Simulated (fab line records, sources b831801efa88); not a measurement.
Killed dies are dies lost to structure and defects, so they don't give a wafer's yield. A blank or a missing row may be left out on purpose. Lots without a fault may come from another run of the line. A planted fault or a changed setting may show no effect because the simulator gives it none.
fab line records | flow sky130 | part 1 of 2: steps 1 to 26 of 35
record lots=5 wafers=15 last_day=50
route steps=708 shown SD_N@353 SD_P@359 RES_XHIGH@360 SALICIDE@361 LI_CONTACT@362 LOCAL_INTERCONNECT@387
lots that met no fault: from a run of the same line without faults
start_h: hours from the record's first day to the start of the lot's first wafer shown | wait_h: hours since the lot's step before | " the same as in the row above | L1.1+2: a row that stands for several wafers | - no value, or no start given | * or withheld: withheld | < > ~ a bound
route shown NAME@n: a module of which the file shows steps, and the number in the route of the first | usual: mean/standard deviation of fault-free wafers | same: alike in all rows | chamber/n: place in a boat | sites: the reading at each site | _std_site: their standard deviation | _edge_site: outer sites' mean less inner sites' | radius_mm: how far each site lies from the wafer's centre | mask NAME#n: copy n | behind: the tool/chamber that last shaped the wafer | hold: why the lot was held/for how many hours/how that ended | device: the transistor (n, p or np) that didn't switch | end of line: the same wafers' tests at the end of the route | a step without rows: its recipe alone | killed: dies lost to structure and defects at the first sort, not the wafer's yield | map: a wafer's dies, x killed, . not, _ none there
set.NAME: the setting as run; set.NAME@STEP: as run at that earlier step | model.NAME: the simulator's own value behind a step, which no gauge read
lots at some steps of the route; a table a step, a row a wafer
services: from which hour (start_h, from the record's first day; less than 0 if before it) a tool's chamber was out of use, for how many hours, and why
## steps
# step SKY_SD_N_STRIP_11
# recipe chemistry=O2/N2 power_w=1400 pressure_mtorr=1500 platen_temp_c=withheld o2_flow_sccm=3000 n2_flow_sccm=300 overash_fraction=0.5
# usual drypump_motor_current_A=5.7/0.33 o2_flow_sccm=3000/9.3 oes_product_au=0.528/0.0047 strip_time_to_endpoint_s=22.57/0.043
# columns lot.wafer tool chamber start_h wait_h drypump_motor_current_A o2_flow_sccm oes_product_au rf_hours_counter_h strip_time_to_endpoint_s
L081.2 plasma_asher-04 0 715.01 0.1 5.8 3005 0.524 97 22.55
L081.5 " 0 " " 5.8 3006 0.525 - 22.54
L081.6 " 1 " " 6.1 3002 0.527 - 22.56
L085.2 plasma_asher-04 1 746.43 0.1 6.2 3008 0.530 0 22.56
L085.4 " 0 " " 5.8 2984 0.528 - 22.56
L085.5 " 1 " " 6.1 2997 0.525 - 22.54
L088.1 plasma_asher-01 0 760.69 0.1 5.7 3000 0.532 101 22.55
L088.2 " 1 " " 5.1 2996 0.525 101 22.53
L088.4 " 0 " " 5.7 2983 0.527 - 22.52
L090.2 plasma_asher-01 1 791.47 0.1 5.1 2997 0.542 104 22.50
L090.4 " 0 " " 5.7 2989 0.528 - 22.53
L090.5 " 1 " " 5.1 2986 0.532 - 22.55
L094.1 plasma_asher-03 1 811.69 0.1 5.7 2974 0.530 36 22.60
L094.5 " 0 " " 5.6 2987 0.531 - 22.63
L094.6 " 1 " " 5.7 2992 0.530 - 22.58
# step SKY_SD_N_TW_MEAS_12
# usual SD_N_TW=3960/34
# columns lot.wafer tool chamber start_h wait_h SD_N_TW
L081.2 film_metro-04 - 715.12 0.1 3999
L081.5 " - " " 4001
L081.6 " - " " 3980
L085.2 film_metro-01 - 746.54 0.1 3939
L085.4 " - " " 3930
L085.5 " - " " 3933
L088.1 film_metro-04 - 760.79 0.1 3939
L088.2 " - " " 3923
L088.4 " - " " 3947
L090.2 film_metro-02 - 791.58 0.1 4001
L090.4 " - " " 4028
L090.5 " - " " 4018
L094.1 film_metro-04 - 811.79 0.1 3983
L094.5 " - " " 3982
L094.6 " - " " 3972
# step SKY_SD_N_CLEAN_13
# recipe chemistry=SC1/SC2 mix=1:4:20 temp_c=70 time_s=150 dry=n2_spin
# same time_s=150
# columns lot.wafer tool chamber start_h wait_h
L081.2+5+6 wet_bench-04 0 715.17 0.0
L085.2+4+5 wet_bench-04 1 746.59 0.0
L088.1+2+4 wet_bench-01 1 760.85 0.1
L090.2+4+5 wet_bench-01 0 791.63 0.0
L094.1+5+6 wet_bench-02 0 811.85 0.1
# step SKY_SD_N_RTA_14
# recipe temp_c=1075 time_s=2 idle_temp_c=650 ramp_up_c_per_s=150 ramp_down_c_per_s=90 ambient=N2
# usual lamp_power_pct=15.73/0.056 wafer_temp_C_max=1078.1/1.3
# same time_s=2
# columns lot.wafer tool chamber start_h wait_h lamp_power_pct wafer_temp_C_max
L081.2 rtp_anneal-01 0 715.22 0.0 15.69 1079.2
L081.5 " 0 " " 15.70 1077.1
L081.6 " 0 " " 15.78 1077.9
L085.2 rtp_anneal-01 0 746.66 0.0 15.66 1077.5
L085.4 " 0 " " 15.69 1077.7
L085.5 " 0 " " 15.71 1077.9
L088.1 rtp_anneal-01 0 760.90 0.0 15.65 1078.1
L088.2 " 0 " " 15.68 1076.2
L088.4 " 0 " " 15.81 1078.5
L090.2 rtp_anneal-02 0 791.69 0.0 15.71 1076.8
L090.4 " 0 " " 15.67 1079.7
L090.5 " 0 " " 15.69 1079.1
L094.1 rtp_anneal-01 0 811.90 0.0 15.75 1078.7
L094.5 " 0 " " 15.75 1075.9
L094.6 " 0 " " 15.63 1079.4
# step SKY_SD_N_RS_MEAS_16
# recipe thk_meas_gauge=four-point-probe
# usual SD_N_RS=68.58/0.12
# columns lot.wafer tool chamber start_h wait_h SD_N_RS[ohm/sq]
L081.2 film_metro-01 - 715.41 0.1 68.76
L081.5 " - " " 68.53
L081.6 " - " " 68.65
L085.2 film_metro-02 - 746.84 0.1 68.58
L085.4 " - " " 68.44
L085.5 " - " " 68.47
L088.1 film_metro-04 - 761.07 0.1 68.69
L088.2 " - " " 68.62
L088.4 " - " " 68.66
L090.2 film_metro-02 - 791.87 0.1 68.72
L090.4 " - " " 68.59
L090.5 " - " " 68.63
L094.1 film_metro-04 - 812.07 0.1 68.60
L094.5 " - " " 68.45
L094.6 " - " " 68.48
# step SKY_SD_N_RS_MEAS_17
# recipe thk_meas_gauge=four-point-probe
# usual SD_P_RS=147.9/0.35
# columns lot.wafer tool chamber start_h wait_h SD_P_RS[ohm/sq]
L081.2 film_metro-01 - 715.53 0.1 148.1
L081.5 " - " " 147.8
L081.6 " - " " 148.0
L085.2 film_metro-02 - 746.96 0.1 147.5
L085.4 " - " " 147.7
L085.5 " - " " 148.1
L088.1 film_metro-04 - 761.19 0.1 147.8
L088.2 " - " " 147.8
L088.4 " - " " 147.9
L090.2 film_metro-02 - 791.99 0.1 148.1
L090.4 " - " " 147.6
L090.5 " - " " 147.9
L094.1 film_metro-04 - 812.19 0.1 148.0
L094.5 " - " " 147.5
L094.6 " - " " 147.8
# step SKY_SD_N_RS_MEAS_18
# recipe thk_meas_gauge=four-point-probe
# usual RES_XHIGH_RS=333.5/1.4
# columns lot.wafer tool chamber start_h wait_h RES_XHIGH_RS[ohm/sq]
L081.2 film_metro-01 - 715.65 0.1 333.5
L081.5 " - " " 333.7
L081.6 " - " " 332.5
L085.2 film_metro-02 - 747.08 0.1 332.4
L085.4 " - " " 333.3
L085.5 " - " " 333.0
L088.1 film_metro-04 - 761.31 0.1 333.8
L088.2 " - " " 334.7
L088.4 " - " " 333.4
L090.2 film_metro-02 - 792.11 0.1 332.8
L090.4 " - " " 333.0
L090.5 " - " " 332.7
L094.1 film_metro-04 - 812.31 0.1 335.4
L094.5 " - " " 334.5
L094.6 " - " " 334.1
# step SKY_SALICIDE_CLEAN_00
# recipe chemistry=HF-last time_s=30 dilution=100:1 dry=ipa_marangoni
# same time_s=30
# columns lot.wafer tool chamber start_h wait_h
L081.2+5+6 wet_bench-01 2 715.75 0.1
L085.2+4+5 wet_bench-04 0 747.18 0.1
L088.1+2+4 wet_bench-04 0 761.43 0.1
L090.2+4+5 wet_bench-03 3 792.21 0.1
L094.1+5+6 wet_bench-03 2 812.43 0.1
# step SKY_LI_CONTACT_HDPCVD_00
# recipe material=PSG target_thk_nm=930 sigma_open_frac=0.3 time_s=155 temp_c=600 sih4_flow_sccm=60 pressure_mtorr=6
# same time_s=155
# columns lot.wafer tool chamber start_h wait_h
L081.2+5+6 hdpcvd-02 1,2,1 715.77 0.0
L085.2+4+5 hdpcvd-01 1,0,1 747.20 0.0
L088.1+2+4 hdpcvd-01 2,1,0 761.45 0.0
L090.2+4+5 hdpcvd-01 1,1,2 792.23 0.0
L094.1+5+6 hdpcvd-01 1,2,1 812.45 0.0
# step SKY_LI_CONTACT_THK_MEAS_01
# recipe reads=PSG_of_LI_CONTACT_HDPCVD_00
# usual LI_CONTACT_HDPCVD_THK=935/8.7
# columns lot.wafer tool chamber start_h wait_h LI_CONTACT_HDPCVD_THK[nm]
L081.2 film_metro-04 - 715.88 0.1 934
L081.5 " - " " 934
L081.6 " - " " 947
L085.2 film_metro-04 - 747.31 0.1 938
L085.4 " - " " 944
L085.5 " - " " 938
L088.1 film_metro-01 - 761.55 0.1 934
L088.2 " - " " 924
L088.4 " - " " 931
L090.2 film_metro-04 - 792.34 0.1 924
L090.4 " - " " 929
L090.5 " - " " 930
L094.1 film_metro-04 - 812.60 0.1 930
L094.5 " - " " 925
L094.6 " - " " 940
# step SKY_LI_CONTACT_CMP_02
# recipe material=PSG down_force_psi=4 platen_rpm=60 pad_velocity_m_s=0.94248
# usual head_pressure_psi=4.000/0.0087 motor_current_A=12.0/0.95 time_to_endpoint_s=33.2/2.3
# columns lot.wafer tool chamber start_h wait_h head_pressure_psi motor_current_A time_to_endpoint_s
L081.2 cmp-01 3 716.08 0.2 3.999 12.4 32.2
L081.6 " 0 " " 4.003 11.1 36.4
L081.5 " 1 " " 3.985 13.9 38.4
L085.4 cmp-01 0 747.52 0.2 4.020 10.8 35.2
L085.2 " 1 " " 4.004 14.0 31.8
L085.5 " 3 " " 4.004 12.1 30.8
L088.2 cmp-02 0 761.61 0.0 3.996 13.6 32.3
L088.4 " 2 " " 4.002 10.8 35.5
L088.1 " 3 " " 3.991 11.5 34.3
L090.4 cmp-01 3 792.45 0.1 3.996 11.7 32.9
L090.2 " 1 " " 4.005 14.4 34.3
L090.5 " 2 " " 3.990 11.6 33.4
L094.1 cmp-02 2 812.71 0.1 4.008 11.1 32.5
L094.6 " 1 " " 3.989 12.4 36.9
L094.5 " 2 " " 4.008 10.7 31.4
# step SKY_LI_CONTACT_BOW_MEAS_03
# recipe mode=bow
# usual LI_CONTACT_BOW=54/6.9
# columns lot.wafer tool chamber start_h wait_h LI_CONTACT_BOW[um]
L081.2 film_metro-04 - 716.25 0.1 59
L081.5 " - " " 58
L081.6 " - " " 65
L085.2 film_metro-01 - 747.74 0.1 60
L085.4 " - " " 44
L085.5 " - " " 50
L088.1 film_metro-01 - 761.91 0.1 53
L088.2 " - " " 53
L088.4 " - " " 51
L090.2 film_metro-01 - 792.72 0.1 53
L090.4 " - " " 36
L090.5 " - " " 51
L094.1 film_metro-04 - 812.96 0.2 52
L094.5 " - " " 55
L094.6 " - " " 64
# step SKY_LI_CONTACT_DEHYDRATE_04
# recipe temp_c=200 time_s=60
# usual resist_line_temp_C=23.00/0.11
# same time_s=60
# columns lot.wafer tool chamber start_h wait_h resist_line_temp_C
L081.2 litho_track-01 0 729.61 13.3 22.92
L081.5 " 0 " " 22.90
L081.6 " 0 " " 23.04
L085.2 litho_track-01 0 760.26 12.5 23.06
L085.4 " 0 " " 22.97
L085.5 " 0 " " 23.01
L088.1 litho_track-01 0 774.28 12.4 23.14
L088.2 " 0 " " 23.11
L088.4 " 0 " " 23.01
L090.2 litho_track-01 0 805.66 12.9 23.21
L090.4 " 0 " " 22.98
L090.5 " 0 " " 23.06
L094.1 litho_track-03 0 825.13 12.1 23.18
L094.5 " 0 " " 22.94
L094.6 " 0 " " 22.98
# step SKY_LI_CONTACT_HMDS_05
# recipe prime_time_s=60 prime_temp_c=120
# usual resist_line_temp_C=23.00/0.087
# columns lot.wafer tool chamber start_h wait_h resist_line_temp_C
L081.2 litho_track-01 0 729.76 0.1 23.11
L081.5 " 0 " " 22.90
L081.6 " 0 " " 22.95
L085.2 litho_track-01 0 760.41 0.1 23.23
L085.4 " 0 " " 23.07
L085.5 " 0 " " 23.02
L088.1 litho_track-01 0 774.43 0.1 22.86
L088.2 " 0 " " 23.03
L088.4 " 0 " " 22.89
L090.2 litho_track-01 0 805.81 0.1 23.10
L090.4 " 0 " " 23.15
L090.5 " 0 " " 23.04
L094.1 litho_track-03 0 825.28 0.1 22.94
L094.5 " 0 " " 23.10
L094.6 " 0 " " 22.97
# step SKY_LI_CONTACT_COAT_06
# recipe resist=BARC temp_c=withheld time_s=withheld spin_rpm=3000 resist_thk_nm=60
# usual resist_line_temp_C=*
# columns lot.wafer tool chamber start_h wait_h resist_line_temp_C
L081.2 litho_track-01 0 729.91 0.1 *
L081.5 " 0 " " *
L081.6 " 0 " " *
L085.2 litho_track-01 0 760.56 0.1 *
L085.4 " 0 " " *
L085.5 " 0 " " *
L088.1 litho_track-01 0 774.58 0.1 *
L088.2 " 0 " " *
L088.4 " 0 " " *
L090.2 litho_track-01 0 805.96 0.1 *
L090.4 " 0 " " *
L090.5 " 0 " " *
L094.1 litho_track-03 0 825.43 0.1 *
L094.5 " 0 " " *
L094.6 " 0 " " *
# step SKY_LI_CONTACT_COAT_07
# recipe resist=KrF-thick spin_rpm=3000 resist_thk_nm=450
# usual resist_line_temp_C=23.01/0.11
# columns lot.wafer tool chamber start_h wait_h resist_line_temp_C
L081.2 litho_track-01 0 - - 23.04
L081.5 " 0 " " 22.94
L081.6 " 0 " " 22.96
L085.2 litho_track-01 0 - - 22.94
L085.4 " 0 " " 23.02
L085.5 " 0 " " 22.90
L088.1 litho_track-01 0 - - 22.84
L088.2 " 0 " " 22.80
L088.4 " 0 " " 23.08
L090.2 litho_track-01 0 - - 23.01
L090.4 " 0 " " 23.00
L090.5 " 0 " " 23.14
L094.1 litho_track-03 0 - - 22.94
L094.5 " 0 " " 23.04
L094.6 " 0 " " 23.05
# step SKY_LI_CONTACT_SOFTBAKE_08
# recipe temp_c=100 time_s=90 resist=KrF-thick
# usual resist_line_temp_C=23.01/0.1
# same time_s=90
# columns lot.wafer tool chamber start_h wait_h resist_line_temp_C
L081.2 litho_track-01 0 - - 23.01
L081.5 " 0 " " 23.04
L081.6 " 0 " " 23.19
L085.2 litho_track-01 0 - - 23.07
L085.4 " 0 " " 23.11
L085.5 " 0 " " 23.17
L088.1 litho_track-01 0 - - 23.13
L088.2 " 0 " " 22.98
L088.4 " 0 " " 22.94
L090.2 litho_track-01 0 - - 22.84
L090.4 " 0 " " 22.99
L090.5 " 0 " " 23.06
L094.1 litho_track-03 0 - - 23.21
L094.5 " 0 " " 23.13
L094.6 " 0 " " 22.91
# step SKY_LI_CONTACT_EXPOSE_09
# recipe mask_id=LICM1 na=0.8 source_shape=annular sigma_inner=0.55 sigma_outer=0.85 target_cd_nm=170 dose_mj=37.32
# same na=0.8 sigma_outer=0.85
# columns lot.wafer tool chamber start_h wait_h mask
L081.2+5+6 krf_scanner-02 0 - - LICM1#0
L085.2+4+5 krf_scanner-01 0 - - LICM1#0
L088.1+2+4 krf_scanner-02 0 - - LICM1#0
L090.2+4+5 krf_scanner-02 0 - - LICM1#0
L094.1+5+6 krf_scanner-02 0 - - LICM1#0
# step SKY_LI_CONTACT_PEB_10
# recipe peb_temp_c=withheld peb_time_s=withheld resist=KrF-thick
# usual resist_line_temp_C=*
# columns lot.wafer tool chamber start_h wait_h resist_line_temp_C
L081.2 litho_track-04 0 - - *
L081.5 " 0 " " *
L081.6 " 0 " " *
L085.2 litho_track-01 0 - - *
L085.4 " 0 " " *
L085.5 " 0 " " *
L088.1 litho_track-04 0 - - *
L088.2 " 0 " " *
L088.4 " 0 " " *
L090.2 litho_track-01 0 - - *
L090.4 " 0 " " *
L090.5 " 0 " " *
L094.1 litho_track-04 0 - - *
L094.5 " 0 " " *
L094.6 " 0 " " *
# step SKY_LI_CONTACT_DEVELOP_11
# recipe develop_time_s=60 resist=KrF-thick dev_temp_c=21
# usual resist_line_temp_C=23.01/0.091
# columns lot.wafer tool chamber start_h wait_h resist_line_temp_C
L081.2 litho_track-04 0 - - 23.11
L081.5 " 0 " " 22.96
L081.6 " 0 " " 22.97
L085.2 litho_track-01 0 - - 22.98
L085.4 " 0 " " 22.80
L085.5 " 0 " " 23.04
L088.1 litho_track-04 0 - - 22.97
L088.2 " 0 " " 22.90
L088.4 " 0 " " 22.98
L090.2 litho_track-01 0 - - 23.02
L090.4 " 0 " " 23.12
L090.5 " 0 " " 23.10
L094.1 litho_track-04 0 - - 22.96
L094.5 " 0 " " 22.88
L094.6 " 0 " " 22.93
# step SKY_LI_CONTACT_CD_MEAS_12
# recipe target_cd_nm=170
# usual cd_nm=170.1/1.4
# columns lot.wafer tool chamber start_h wait_h cd_nm
L081.2 cd_sem-01 - 744.44 - 170.2
L081.5 " - " " 170.9
L081.6 " - " " 171.0
L085.2 cd_sem-02 - 774.00 - 171.3
L085.4 " - " " 171.5
L085.5 " - " " 171.0
L088.1 cd_sem-02 - 788.27 - 169.2
L088.2 " - " " 169.0
L088.4 " - " " 169.5
L090.2 cd_sem-01 - 819.05 - 167.7
L090.4 " - " " 169.5
L090.5 " - " " 167.6
L094.1 cd_sem-01 - 838.82 - 173.1
L094.5 " - " " 171.5
L094.6 " - " " 171.3
# step SKY_LI_CONTACT_OVL_MEAS_13
# usual LI_CONTACT_OVL=4/5.9
# columns lot.wafer tool chamber start_h wait_h LI_CONTACT_OVL[nm]
L081.2 overlay-01 - 744.54 0.1 2
L081.5 " - " " 6
L081.6 " - " " 4
L085.2 overlay-01 - 774.11 0.1 -11
L085.4 " - " " -11
L085.5 " - " " 6
L088.1 overlay-01 - 788.39 0.1 9
L088.2 " - " " 11
L088.4 " - " " 4
L090.2 overlay-02 - 819.16 0.1 7
L090.4 " - " " 6
L090.5 " - " " 8
L094.1 overlay-01 - 838.94 0.1 8
L094.5 " - " " 8
L094.6 " - " " 6
# step SKY_LI_CONTACT_ETCH_14
# recipe chemistry=N2/H2 target=BARC ion_energy_ev=200 source_w=500 bias_w=100 pressure_mtorr=30 n2_flow_sccm=100 h2_flow_sccm=200 stop_on=SiO2 time_s=45.9 target_depth_a=600
# usual drypump_motor_current_A=6.0/0.38 oes_product_au=0.854/0.005 throttle_valve_pct=13.225/0.009
# same time_s=45.9
# columns lot.wafer tool chamber start_h wait_h drypump_motor_current_A oes_product_au rf_hours_counter_h throttle_valve_pct
L081.2 rie_diel-03 2 744.57 0.0 6.2 0.859 7 13.211
L081.5 " 0 " " 6.1 0.856 - 13.220
L081.6 " 3 " " 5.8 0.862 - 13.230
L085.2 rie_diel-01 1 774.14 0.0 5.9 0.856 10 13.227
L085.4 " 2 " " 6.5 0.858 5 13.226
L085.5 " 3 " " 5.2 0.855 - 13.221
L088.1 rie_diel-03 2 788.42 0.0 6.2 0.861 8 13.216
L088.2 " 1 " " 6.7 0.857 8 13.231
L088.4 " 0 " " 6.1 0.857 1 13.214
L090.2 rie_diel-04 0 819.19 0.0 6.1 0.851 7 13.216
L090.4 " 1 " " 6.2 0.861 1 13.226
L090.5 " 1 " " 6.2 0.853 - 13.212
L094.1 rie_diel-04 1 838.97 0.0 6.2 0.865 1 13.219
L094.5 " 3 " " 5.5 0.855 - 13.232
L094.6 " 0 " " 6.1 0.862 - 13.240
# step SKY_LI_CONTACT_ETCH_15
# recipe target=PSG chemistry=C4F8/O2/Ar stop_on=Si taper_deg=4.15 mask_material=KrF-thick source_w=1500 bias_w=1200 pressure_mtorr=40 c4f8_flow_sccm=withheld O2_flow_sccm=6 Ar_flow_sccm=300 time_s=withheld target_depth_a=6000
# usual oes_product_au=0.836/0.0047
# columns lot.wafer tool chamber start_h wait_h oes_product_au
L081.2 rie_diel-03 2 744.62 0.0 0.831
L081.5 " 0 " " 0.832
L081.6 " 3 " " 0.834
L085.2 rie_diel-01 1 774.18 0.0 0.838
L085.4 " 2 " " 0.839
L085.5 " 3 " " 0.838
L088.1 rie_diel-03 2 788.47 0.0 0.835
L088.2 " 1 " " 0.831
L088.4 " 0 " " 0.833
L090.2 rie_diel-04 0 819.23 0.0 0.831
L090.4 " 1 " " 0.833
L090.5 " 1 " " 0.834
L094.1 rie_diel-04 1 839.02 0.0 0.833
L094.5 " 3 " " 0.838
L094.6 " 0 " " 0.844
# step SKY_LI_CONTACT_STRIP_16
# recipe chemistry=O2/N2 power_w=1400 pressure_mtorr=1500 platen_temp_c=withheld o2_flow_sccm=3000 n2_flow_sccm=300 overash_fraction=0.5
# usual drypump_motor_current_A=5.81/0.2 o2_flow_sccm=2999/9 oes_product_au=0.375/0.0047 strip_time_to_endpoint_s=3.492/0.026
# columns lot.wafer tool chamber start_h wait_h drypump_motor_current_A o2_flow_sccm oes_product_au rf_hours_counter_h strip_time_to_endpoint_s
L081.2 plasma_asher-03 0 744.70 - 5.62 3011 0.377 30 3.503
L081.5 " 1 " " 5.75 3007 0.372 - 3.493
L081.6 " 0 " " 5.63 2993 0.370 - 3.485
L085.2 plasma_asher-04 1 774.27 - 6.16 2993 0.376 3 3.492
L085.4 " 1 " " 6.16 2990 0.368 - 3.480
L085.5 " 1 " " 6.17 2993 0.372 - 3.490
L088.1 plasma_asher-02 1 788.55 - 5.89 2989 0.371 63 3.482
L088.2 " 0 " " 5.61 3007 0.379 63 3.472
L088.4 " 1 " " 5.85 2988 0.377 - 3.505
L090.2 plasma_asher-03 1 819.32 - 5.73 3024 0.373 37 3.553
L090.4 " 0 " " 5.61 2997 0.377 - 3.515
L090.5 " 1 " " 5.73 3018 0.372 - 3.506
L094.1 plasma_asher-04 0 839.10 - 5.84 2998 0.374 9 3.541
L094.5 " 0 " " 5.83 2990 0.378 - 3.543
L094.6 " 1 " " 6.15 3007 0.379 - 3.524
# step SKY_LI_CONTACT_CLEAN_17
# recipe chemistry=NMP time_s=600 temp_c=60 dry=n2_spin
# same time_s=600
# columns lot.wafer tool chamber start_h wait_h
L081.2+5+6 wet_bench-03 0 744.80 0.1
L085.2+4+5 wet_bench-02 3 774.37 0.1
L088.1+2+4 wet_bench-03 2 788.65 0.1
L090.2+4+5 wet_bench-04 2 819.42 0.1
L094.1+5+6 wet_bench-03 2 839.20 0.1
